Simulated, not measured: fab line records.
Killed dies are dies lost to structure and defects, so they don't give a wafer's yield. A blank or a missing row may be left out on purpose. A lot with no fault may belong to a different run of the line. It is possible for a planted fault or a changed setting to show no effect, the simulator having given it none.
Chamber matching -- flow gf180mcu -- cmp-02 running GF_V5_CMP_04: 4 sister chambers
The step polishes SiO2. 4 wafers are shown with their chamber, then 11 later ones without.

WAFERS PAIRED WITH THEIR CHAMBERS
wafer,chamber,motor_current_A (A)
L086.4,0,12.6
L089.2,2,11.5
L089.5,3,12.3
L091.2,1,9.3

WAFERS WITHOUT THEIR CHAMBER
wafer,motor_current_A (A)
L091.3,12.2
L091.4,12.4
L092.1,11.9
L092.2,10.1
L092.4,11.7
L095.1,11.9
L095.3,13.0
L095.6,12.0
L096.1,10.0
L096.2,12.0
L096.5,12.3

WHICH CHAMBER EACH WENT THROUGH
wafer,from the rows above,in truth
L091.3,can't be placed: 3 or 0 or 2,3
L091.4,can't be placed: 3 or 0 or 2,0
L092.1,can't be placed: 2 or 3 or 0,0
L092.2,can't be placed: 1 or 2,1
L092.4,can't be placed: 2 or 3 or 0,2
L095.1,can't be placed: 2 or 3 or 0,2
L095.3,can't be placed: 0 or 3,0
L095.6,can't be placed: 3 or 2 or 0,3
L096.1,can't be placed: 1 or 2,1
L096.2,can't be placed: 3 or 2 or 0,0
L096.5,can't be placed: 3 or 0 or 2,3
Correct placement for 0 of the 11. Not placeable from these rows: 11 (in 11, the candidates include the true chamber). Wrongly placed: 0.
How it was worked out, from the rows above alone: a wafer's distance from a chamber is the root of the sum, over the readings, of the square of ((its reading less the chamber's mean) divided by the reading's scatter). If the next closest chamber is less than 2 further off than the closest, the wafer can't be placed; otherwise it belongs to the closest. The mean given for a chamber averages the wafers shown for that chamber. The scatter (one wafer shown for each chamber): square how far every hidden wafer sits from the nearest shown wafer, average those squares and take the square root.
